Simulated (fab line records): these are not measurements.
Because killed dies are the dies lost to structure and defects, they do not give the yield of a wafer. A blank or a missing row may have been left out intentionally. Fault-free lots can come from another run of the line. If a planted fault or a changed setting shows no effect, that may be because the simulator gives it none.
The tool behind it: which one? -- flow sky130 -- Sampling: 14 lots, 42 wafers, 2 of 708 route steps

WHAT EACH GAUGE READ, for each wafer
SKY_METAL3_CD_MEAS_13 targets a cd of 300 nm.
lot,measured,on,cd-nm (nm)
L184,day 38 12:28,cd-sem-01,302.8 302.8 304.3
L185,day 39 00:39,cd-sem-01,300.6 299.4 297.4
L187,day 39 09:15,cd-sem-02,301.3 302.9 301.3
L188,day 39 17:04,cd-sem-01,299.9 301.0 300.4
L189,day 41 08:15,cd-sem-01,301.7 301.5 301.8
L191,day 41 13:11,cd-sem-02,299.6 300.5 299.2
L193,day 41 14:08,cd-sem-01,299.1 300.6 299.6
L192,day 41 15:03,cd-sem-02,299.7 298.4 299.0
L194,day 41 23:00,cd-sem-01,248.3 67.3 238.9
L196,day 42 08:49,cd-sem-01,213.5 244.7 188.3
L203,day 44 20:39,cd-sem-02,301.6 299.6 299.4
L204,day 44 22:32,cd-sem-01,297.7 298.5 297.7
L202,day 44 23:29,cd-sem-01,300.8 300.7 300.2
L205,day 44 23:40,cd-sem-02,298.4 298.0 299.3

TOOL THAT RAN EACH LOT (tool first, then ch and the chambers of the sampled wafers, then the start)
lot,SKY_METAL3_EXPOSE_10
L184,"krf-scanner-01 ch 0, day 37 23:22"
L185,"krf-scanner-01 ch 0, day 38 12:41"
L187,"krf-scanner-02 ch 0, day 38 20:57"
L188,"krf-scanner-02 ch 0, day 39 04:45"
L189,"krf-scanner-01 ch 0, day 40 21:12"
L191,"krf-scanner-02 ch 0, day 41 01:35"
L193,"krf-scanner-01 ch 0, day 41 02:13"
L192,"krf-scanner-02 ch 0, day 41 03:01"
L194,"krf-scanner-02 ch 0, day 41 10:11"
L196,"krf-scanner-02 ch 0, day 41 21:04"
L203,"krf-scanner-02 ch 0, day 44 09:18"
L204,"krf-scanner-01 ch 0, day 44 11:19"
L202,"krf-scanner-02 ch 0, day 44 12:38"
L205,"krf-scanner-01 ch 0, day 44 12:54"
- SKY_METAL3_EXPOSE_10: exposes mask MM3, target cd 300 nm.

AS READ BY THE TOOLS THEMSELVES (means over the sampled wafers that have a number; for cases with no such wafer, the mark the record gives instead)
SKY_METAL3_EXPOSE_10.
lot,tool,focus-offset-nm (nm)
L184,krf-scanner-01,-0.0
L185,krf-scanner-01,-0.2
L187,krf-scanner-02,-0.1
L188,krf-scanner-02,0.2
L189,krf-scanner-01,0.6
L191,krf-scanner-02,0.1
L193,krf-scanner-01,-0.1
L192,krf-scanner-02,0.3
L194,krf-scanner-02,0.1
L196,krf-scanner-02,-0.7
L203,krf-scanner-02,0.2
L204,krf-scanner-01,0.8
L202,krf-scanner-02,0.2
L205,krf-scanner-01,0.7

THE ANSWER, worked out from the rows above alone
Rule: the lots themselves supply what counts as usual. The widest of any qualifying gaps counts: lots, ordered by their means at a reading, are off when they make up no more than a third of the lots, leave a main group of 4 or more, and stand apart from it by 3 or more times the standard deviation of that group's means. The tables above print the reading to a certain number of digits; a main group whose means all agree to those digits is not used. A lot without any number at a reading at which 4 lots or more have one is off too. The other lots that the step has rows for count as sound. Order of review: gauges by route order, followed by the tools' own readings, for which a lot's mean as printed above is used. At the first step where some lot is off, the reading lying furthest off is the one used; lots without a number count as furthest.
Off: L194, L196, at SKY_METAL3_CD_MEAS_13 (cd-nm). Mean 300.2 nm and standard deviation 1.4 in the main group.
If a tool, at a process step before that reading, ran all the lots that are off and no sound lot after the first of them, it fits. Gauges at SKY_METAL3_CD_MEAS_13: tried the same way as those tools. Not one of the candidates tried fits.

WHAT WAS PUT IN BY THE SIMULATOR
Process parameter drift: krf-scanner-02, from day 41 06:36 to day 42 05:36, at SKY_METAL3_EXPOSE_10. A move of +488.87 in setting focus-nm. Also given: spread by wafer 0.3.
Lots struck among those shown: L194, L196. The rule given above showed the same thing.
